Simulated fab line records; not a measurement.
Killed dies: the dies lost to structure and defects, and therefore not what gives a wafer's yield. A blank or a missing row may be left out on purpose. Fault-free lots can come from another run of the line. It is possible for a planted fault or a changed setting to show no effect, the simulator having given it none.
What tool caused it? + flow gf180mcu + 42 wafers from 14 lots sampled at 4 of the route's 602 steps

== WHAT EACH GAUGE READ, for each wafer ==
GF_SALICIDE_THK_MEAS_05: measures by xrf.
| lot  | measured     | on           | SALICIDE_TIN_THK (nm) |
|------|--------------|--------------|-----------------------|
| L172 | day 15 12:46 | filmMetro-04 | 20.22 19.72 20.16     |
| L173 | day 15 15:35 | filmMetro-04 | 20.15 19.98 19.65     |
| L175 | day 16 15:35 | filmMetro-04 | 20.24 20.20 20.21     |
| L176 | day 16 20:13 | filmMetro-04 | 20.09 20.24 20.03     |
| L177 | day 17 00:57 | filmMetro-03 | 19.57 19.60 19.40     |
| L178 | day 17 06:31 | filmMetro-04 | 19.78 19.76 19.87     |
| L179 | day 17 10:53 | filmMetro-02 | 19.78 19.95 19.89     |
| L180 | day 18 02:09 | filmMetro-02 | 20.09 20.09 20.25     |
| L181 | day 18 08:19 | filmMetro-04 | 19.77 19.77 19.59     |
| L182 | day 18 22:55 | filmMetro-04 | 19.96 20.33 20.01     |
| L191 | day 21 23:53 | filmMetro-03 | 19.15 19.50 19.38     |
| L192 | day 22 05:41 | filmMetro-02 | 20.06 19.65 19.98     |
| L193 | day 22 23:02 | filmMetro-02 | 20.37 20.43 20.79     |
| L195 | day 23 06:14 | filmMetro-02 | 20.21 19.99 20.06     |

GF_M1_OVL_MEAS_15.
| lot  | measured     | on         | M1_OVL (nm) |
|------|--------------|------------|-------------|
| L172 | day 17 12:58 | overlay-02 | -7 -9 -9    |
| L173 | day 17 15:55 | overlay-01 | -6 -5 -4    |
| L175 | day 18 16:37 | overlay-01 | -9 -10 2    |
| L176 | day 18 22:11 | overlay-01 | -3 -2 -3    |
| L177 | day 19 02:10 | overlay-02 | -2 -1 -4    |
| L178 | day 19 08:58 | overlay-01 | 3 1 4       |
| L179 | day 19 13:41 | overlay-01 | 0 -2 2      |
| L180 | day 20 05:50 | overlay-01 | 8 -5 13     |
| L181 | day 20 11:44 | overlay-01 | 5 0 1       |
| L182 | day 21 02:10 | overlay-02 | -9 4 1      |
| L191 | day 24 00:17 | overlay-01 | 6 6 20      |
| L192 | day 24 05:08 | overlay-02 | 2 -2 -6     |
| L193 | day 24 21:02 | overlay-01 | 4 2 3       |
| L195 | day 25 05:05 | overlay-02 | 9 10 4      |

== WHAT TOOL EACH LOT RAN ON (gives the tool, then ch and the chambers of the sampled wafers, and finally the start) ==
| lot  | GF_HV_LDD_SOFTBAKE_42            | GF_SALICIDE_SPUTTER_03      |
|------|----------------------------------|-----------------------------|
| L172 | lithoTrack-04 ch 0, day 12 06:44 | pvdSputter-02, day 15 12:36 |
| L173 | lithoTrack-02 ch 0, day 12 11:22 | pvdSputter-02, day 15 15:26 |
| L175 | lithoTrack-03 ch 0, day 13 09:19 | pvdSputter-04, day 16 15:26 |
| L176 | lithoTrack-04 ch 0, day 13 12:29 | pvdSputter-01, day 16 20:04 |
| L177 | lithoTrack-03 ch 0, day 13 17:11 | pvdSputter-04, day 17 00:47 |
| L178 | lithoTrack-04 ch 0, day 13 22:22 | pvdSputter-04, day 17 06:22 |
| L179 | lithoTrack-04 ch 0, day 14 02:47 | pvdSputter-02, day 17 10:44 |
| L180 | lithoTrack-02 ch 0, day 14 15:22 | pvdSputter-01, day 18 01:59 |
| L181 | lithoTrack-04 ch 0, day 14 21:31 | pvdSputter-01, day 18 08:10 |
| L182 | lithoTrack-03 ch 0, day 15 09:47 | pvdSputter-01, day 18 22:46 |
| L191 | lithoTrack-04 ch 0, day 18 07:01 | pvdSputter-04, day 21 23:44 |
| L192 | lithoTrack-04 ch 0, day 18 11:52 | pvdSputter-02, day 22 05:32 |
| L193 | lithoTrack-03 ch 0, day 19 05:02 | pvdSputter-01, day 22 22:52 |
| L195 | lithoTrack-03 ch 0, day 19 15:04 | pvdSputter-01, day 23 06:05 |
- GF_HV_LDD_SOFTBAKE_42: time 60 s.
- GF_SALICIDE_SPUTTER_03: material TiN, target thk 20 nm, time 16.7 s.

== WHAT THE TOOLS THEMSELVES READ (means of the sampled wafers that have a number; where no wafer has one, the mark that the record gives instead) ==
GF_HV_LDD_SOFTBAKE_42.
| lot  | tool          | resistLineTempC (C) | runLengthS (s) |
|------|---------------|---------------------|----------------|
| L172 | lithoTrack-04 | 22.98               | 89.41          |
| L173 | lithoTrack-02 | 23.10               | 89.31          |
| L175 | lithoTrack-03 | 23.04               | 89.22          |
| L176 | lithoTrack-04 | 22.95               | 89.31          |
| L177 | lithoTrack-03 | 23.01               | 89.33          |
| L178 | lithoTrack-04 | 23.02               | 89.35          |
| L179 | lithoTrack-04 | 22.97               | 89.44          |
| L180 | lithoTrack-02 | 23.12               | 89.14          |
| L181 | lithoTrack-04 | 22.96               | 89.35          |
| L182 | lithoTrack-03 | 22.89               | 89.19          |
| L191 | lithoTrack-04 | 22.97               | 92.90          |
| L192 | lithoTrack-04 | 22.96               | 92.88          |
| L193 | lithoTrack-03 | 22.90               | 89.22          |
| L195 | lithoTrack-03 | 23.04               | 89.19          |

GF_SALICIDE_SPUTTER_03.
| lot  | tool          | throttleValvePct (%) |
|------|---------------|----------------------|
| L172 | pvdSputter-02 | 29.1                 |
| L173 | pvdSputter-02 | 29.6                 |
| L175 | pvdSputter-04 | 31.1                 |
| L176 | pvdSputter-01 | 32.4                 |
| L177 | pvdSputter-04 | 31.2                 |
| L178 | pvdSputter-04 | 31.2                 |
| L179 | pvdSputter-02 | 29.7                 |
| L180 | pvdSputter-01 | 32.5                 |
| L181 | pvdSputter-01 | 32.2                 |
| L182 | pvdSputter-01 | 31.2                 |
| L191 | pvdSputter-04 | 30.4                 |
| L192 | pvdSputter-02 | 29.8                 |
| L193 | pvdSputter-01 | 30.5                 |
| L195 | pvdSputter-01 | 31.4                 |

== THE ANSWER, worked out from the rows above alone ==
Rule: usual is defined by the lots themselves. The widest of any qualifying gaps counts: lots, ordered by their means at a reading, are off when they make up no more than a third of the lots, leave a main group of 4 or more, and stand apart from it by 3 or more times the standard deviation of that group's means. If all means in a main group match to the digits the tables above print for the reading, that group is not used. Also off: a lot with no number at a reading for which 4 or more lots have one. All remaining lots with rows at the step are treated as sound. The gauges are gone through in route order, then the tools' own readings, and for those a lot's mean is taken as printed above. At the first step where some lot is off, the reading lying furthest off is the one used; lots without a number count as furthest.
Off at GF_HV_LDD_SOFTBAKE_42 (runLengthS): L191, L192. Main group: mean 89.29 s, sd 0.091.
If a tool, at that step or one of the process steps before it, ran each lot that is off and ran no sound lot following the first of them, it fits. One candidate fits, namely lithoTrack-04 at GF_HV_LDD_SOFTBAKE_42. Its last sound lot is L181 (day 14 21:31), its first lot that is off L191 (day 18 07:01): a fault that began between those two fits.
The tool's own readings at GF_HV_LDD_SOFTBAKE_42 bear it out: on the lots that are off they differ by more than 5 times the standard deviation of the sound lots' means. runLengthS reads 92.89 s there against 89.29 s on the sound lots.

== WHAT WAS PUT IN BY THE SIMULATOR ==
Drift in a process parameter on lithoTrack-04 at GF_HV_LDD_SOFTBAKE_42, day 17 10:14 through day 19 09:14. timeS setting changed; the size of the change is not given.
Shown lots that were struck: L191, L192. The same result came from the rule above.
